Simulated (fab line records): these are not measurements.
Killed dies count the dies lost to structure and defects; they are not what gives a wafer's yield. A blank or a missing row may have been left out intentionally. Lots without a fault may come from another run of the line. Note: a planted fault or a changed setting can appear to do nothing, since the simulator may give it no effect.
A single fault, viewed from 2 desks ; flow gf180mcu ; each desk has only its own numbers; what lay behind them comes last

AT THE TOOL OWNER'S DESK: pecvd-02
The tool's own readings at GF_CONTACT_CVD_02 (deposits SiO2 from TEOS, target thk 860 nm, time 95.992 s): means of the sampled wafers that have a number, for each lot that ran on this tool. Marked OUT: a lot whose mean sits more than 4 standard deviations from the usual mean, which makes it out of limits; the brackets give that distance.
Columns: A = heaterPowerW at GF_CONTACT_CVD_02, usual 657 W
lot;first seen here;A
L327;day 15 01:54;698
L331;day 16 20:10;655
L334;day 17 17:45;730
L339;day 19 23:06;667
L340;day 20 02:02;738
L345;day 21 15:38;633
L346;day 21 23:42;718
Finding of this desk: none of the 7 lots has anything out of limits.

METROLOGY DESK
Means of the sampled wafers that have a number, per lot and without regard to the tool the lot ran on: this is what the gauges read. Marked OUT: a lot whose mean sits more than 4 standard deviations from the usual mean, which makes it out of limits; the brackets give that distance.
Columns: A = NSD_TW at GF_NSD_TW_MEAS_12, usual 4254; B = PSD_OVL at GF_PSD_OVL_MEAS_08, usual -0.1 nm; C = CONTACT_CVD_00_THK at GF_CONTACT_THK_MEAS_01, usual 302 nm; D = CONTACT_CVD_02_THK at GF_CONTACT_THK_MEAS_03, usual 863 nm
lot;first seen here;A;B;C;D
L327;day 13 06:54;4246;-1.0;306;863
L328;day 13 13:35;4282;1.6;302;876
L329;day 14 01:13;4226;-0.2;305;874
L330;day 14 15:07;4218;-0.7;302;864
L331;day 14 22:25;4249;-1.1;305;855
L332;day 15 06:55;4281;-0.3;301;875
L334;day 15 19:10;4286;-0.4;301;872
L336;day 16 14:04;4250;-0.9;303;875
L337;day 16 22:38;4233;-0.5;301;868
L338;day 17 11:31;4274;0.8;299;866
L339;day 17 21:49;4293;1.3;302;853
L340;day 18 00:58;4240;0.4;304;837
L345;day 19 14:17;4268;-1.4;302;894
L346;day 19 22:02;4236;-1.1;301;880
Finding of this desk: none of the 14 lots has anything out of limits.

ALL TOGETHER
The desk of the tool owner found nothing out of limits.
At the metrology desk, nothing out of limits was observed.

WHAT HAD BEEN PUT IN BY THE SIMULATOR
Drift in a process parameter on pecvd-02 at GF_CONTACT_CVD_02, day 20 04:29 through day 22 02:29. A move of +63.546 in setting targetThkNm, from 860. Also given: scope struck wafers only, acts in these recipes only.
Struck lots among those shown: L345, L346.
